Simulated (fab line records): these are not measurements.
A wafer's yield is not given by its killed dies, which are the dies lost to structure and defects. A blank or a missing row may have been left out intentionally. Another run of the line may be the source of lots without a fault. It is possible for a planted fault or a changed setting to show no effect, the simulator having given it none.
A struck lot beside a sound one + flow sky130 + 43 out of 708 route steps
Sound: wafers L184.1, L184.3, L184.4. Struck: wafer L195.2 (L195.1, L195.3, from the same lot, were not struck and are left out); the cause is given at the end.
For every step that has rows: the tool of each side, followed by ch and its chambers, followed by its first start. Under that, the readings that differ: sound wafers + struck wafers + difference of the means + sigmas: that difference in standard deviations of wafers without a fault.
alike: words and numbers the same on both sides, and readings whose means are apart by under 2 such deviations; not compared: readings that were withheld, readings missing a value for some wafer, numbers with overlapping values and no deviation given by the record, and bounds like >300 which may hide the same value.
Wherever a step has rows on one side only, a row that says differs or no value, or a row with sigmas, the two part there. Numbers that have no deviation but don't overlap get no sigmas and don't part them. A reading that every wafer of one side lacks parts them only if that side has two wafers or more.

SKY_VIA3_SPUTTER_20: material TiN, target thk 20 nm, time 80 s.
  sound: pvd sputter-04 at day 40 12:49; struck: pvd sputter-02 at day 43 19:53
  alike: chamber pressure pa, throttle valve pct
SKY_VIA3_CVD_21: deposits W, target thk 390 nm, time 117.31 s.
  sound on cvd w-01 ch 0,1, day 40 12:53; struck on cvd w-02 ch 1, day 43 19:56
  alike: heater power w
SKY_VIA3_RS_MEAS_22: the measuring method here is four-point-probe.
  sound: film metro-01 at day 40 13:01; struck: film metro-04 at day 43 20:04
  alike: VIA3_W_RS
SKY_VIA3_THK_MEAS_23: measures by xrf.
  sound: film metro-01 at day 40 13:08; struck: film metro-04 at day 43 20:11
  alike: VIA3_W_THK
then, 5 steps without rows for these wafers: SKY_VIA3_CMP_24 (polishes, stops on SiO2, t overpolish 20 s, target thk 0 nm); SKY_METAL4_SPUTTER_00 (material Ti, target thk 15 nm, time 10 s); SKY_METAL4_SPUTTER_01 (material TiN, target thk 20 nm, time 16.7 s); SKY_METAL4_SPUTTER_02 (material AlCu, target thk 735 nm, time 39.1 s); SKY_METAL4_SPUTTER_03 (material Ti, target thk 5 nm, time 3.3 s).
SKY_METAL4_SPUTTER_04: material TiN, target thk 70 nm, time 58.3 s.
  sound: pvd sputter-03 at day 40 13:35; struck: pvd sputter-03 at day 43 20:46
  alike: chamber pressure pa, throttle valve pct
SKY_CAP2M_CVD_00: deposits SiO2, target thk 15.5 nm.
  sound on pecvd-01 ch 0,1, day 40 13:38; struck on pecvd-02 ch 0, day 43 20:49
  alike: heater power w
SKY_CAP2M_THK_MEAS_01:
  sound: film metro-01 at day 40 13:40; struck: film metro-02 at day 43 20:50
  alike: CAP2M_CVD_00_THK
SKY_CAP2M_SPUTTER_02: material TiN, target thk 200 nm, time 166.7 s.
  sound: pvd sputter-04 at day 40 13:43; struck: pvd sputter-04 at day 43 20:54
| reading                                   | sound                | struck | difference | sigmas |
|-------------------------------------------|----------------------|--------|------------|--------|
| chamber pressure pa (Pa)                  | 0.4001 0.3997 0.4002 | 0.4659 | +0.0659    | +80    |
| throttle valve pct (%)                    | 29.1 29.3 31.4       | 27.3   | -2.6       | -2     |
| model.TiN_of_CAP2M_SPUTTER_02.thk nm (nm) | 200 199.4 200        | 188.7  | -11.1      |        |
SKY_CAP2M_RS_MEAS_03: the measuring method here is four-point-probe.
  sound: film metro-02 at day 40 13:50; struck: film metro-03 at day 43 21:17
| reading               | sound          | struck | difference | sigmas |
|-----------------------|----------------|--------|------------|--------|
| CAP2M_TIN_RS (ohm/sq) | 6.92 6.94 6.91 | 7.31   | +0.39      | +5     |
  not compared: hold
SKY_CAP2M_THK_MEAS_04: measures by xrf.
  sound: film metro-02 at day 40 13:57; struck: film metro-03 at day 44 00:32
| reading            | sound             | struck | difference | sigmas |
|--------------------|-------------------|--------|------------|--------|
| CAP2M_TIN_THK (nm) | 202.5 201.3 202.4 | 189.4  | -12.7      | -5     |
  not compared: hold
then, 6 steps without rows for these wafers: SKY_CAP2M_HMDS_06 (prime time 60 s); SKY_CAP2M_COAT_07 (resist thk 1140 nm); SKY_CAP2M_SOFTBAKE_08 (time 60 s); SKY_CAP2M_EXPOSE_09 (exposes mask CAP2M, target cd 1000 nm); SKY_CAP2M_PEB_10; SKY_CAP2M_DEVELOP_11 (develop time 60 s).
SKY_CAP2M_OVL_MEAS_12:
  sound: overlay-01 at day 41 13:39; struck: overlay-01 at day 44 19:58
  alike: CAP2M_OVL
SKY_CAP2M_METAL_ETCH_13: etches TiN in Cl2/BCl3, stops on SiO2, target depth 220 nm, time 62.9 s.
  sound on rie metal-02 ch 0,1, day 41 13:41; struck on rie metal-02 ch 1, day 44 20:00
| reading                           | sound                | struck | difference | sigmas |
|-----------------------------------|----------------------|--------|------------|--------|
| oes product au (a.u.)             | 0.948 0.934 0.935    | 0.900  | -0.039     | -5     |
| throttle valve pct (%)            | 21.901 21.890 21.903 | 21.922 | +0.024     | +3     |
| model.etch.depth nm (nm)          | 200 199.4 200        | 188.7  | -11.1      |        |
| model.CAP2M.feature depth nm (nm) | 200 199.4 200        | 188.7  | -11.1      |        |
  alike: bcl3 flow sccm, drypump motor current A, mfc cl2 sccm
  not compared: rf hours counter h
then, 12 steps without rows for these wafers: SKY_CAP2M_STRIP_14 (strips in O2/N2); SKY_CAP2M_STRIP_15 (strips in post etch residue remover, time 1200 s); SKY_CAP2M_CLEAN_16 (cleans in IPA, time 180 s); SKY_CAP2M_CLEAN_17 (cleans in O3/DIW); SKY_METAL4_DEHYDRATE_05 (time 60 s); SKY_METAL4_HMDS_06 (prime time 60 s); SKY_METAL4_COAT_07 (resist thk 60 nm); SKY_METAL4_COAT_08 (resist thk 1140 nm); SKY_METAL4_SOFTBAKE_09 (time 90 s); SKY_METAL4_EXPOSE_10 (exposes mask MM4, target cd 300 nm); SKY_METAL4_PEB_11; SKY_METAL4_DEVELOP_12 (develop time 60 s).
SKY_METAL4_CD_MEAS_13: target cd 300 nm.
  sound: cd sem-01 at day 42 13:37; struck: cd sem-01 at day 45 17:03
  alike: cd nm
SKY_METAL4_OVL_MEAS_14:
  sound: overlay-01 at day 42 13:44; struck: overlay-02 at day 45 17:10
  alike: METAL4_OVL
SKY_METAL4_DESCUM_15: chemistry O2, time 8 s.
  sound on rie metal-04 ch 0,1, day 42 13:46; struck on rie metal-04 ch 1, day 45 17:13
  alike: drypump motor current A, oes product au
  not compared: rf hours counter h
then, 3 steps without rows for these wafers: SKY_METAL4_ETCH_16 (etches BARC in N2/H2, stops on SiO2, time 88.2 s, target depth 60 nm); SKY_METAL4_ETCH_17 (etches SiO2 in C4F8/O2/Ar, stops on TiN, time 3.9 s, target depth 15 nm); SKY_METAL4_METAL_ETCH_18 (etches the open film in Cl2/BCl3, stops on SiO2, target depth 845 nm, time 183.1 s).
SKY_METAL4_STRIP_20: strips in post etch residue remover, time 1200 s.
  sound on wet bench-03 ch 2, day 42 14:11; struck on wet bench-03 ch 0, day 45 17:38
| reading                                   | sound             | struck | difference | sigmas |
|-------------------------------------------|-------------------|--------|------------|--------|
| model.TiN_of_CAP2M_SPUTTER_02.thk nm (nm) | 199.2 198.5 199.1 | 187.8  | -11.1      |        |
-- the record jumps here: 3 days lie between the struck wafers' starts before and after (it left off in module METAL4 and takes up again in module PAD_OPEN, whose first step shown is number 708 of the route) --
SKY_PAD_OPEN_PROBE_99:
  sound: prober-02 at day 46 12:03; struck: prober-01 at day 49 05:31
| reading                           | sound             | struck | difference | sigmas |
|-----------------------------------|-------------------|--------|------------|--------|
| model.etest.cap mim2.plate ohm sq | 5.996 6.023 5.956 | 6.326  | +0.334     |        |
  alike: defect limited yield, killed_at_M0_to_M3, killed_at_M4_up, killed at contacts, killed at front end, killed at other, killed dies, killed open, killed short

== WHERE THEY PART ==
Last at SKY_CAP2M_METAL_ETCH_13 as far as this record goes, first at SKY_CAP2M_SPUTTER_02. Later steps at which nothing parts them and some readings are alike: SKY_METAL4_CD_MEAS_13, SKY_METAL4_OVL_MEAS_14, SKY_METAL4_DESCUM_15, SKY_PAD_OPEN_PROBE_99.

WHY: what the simulator had put in
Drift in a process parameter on pvd sputter-04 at SKY_CAP2M_SPUTTER_02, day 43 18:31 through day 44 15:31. Setting chamber pressure pa, moved by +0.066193, from 0.4. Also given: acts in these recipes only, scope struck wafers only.
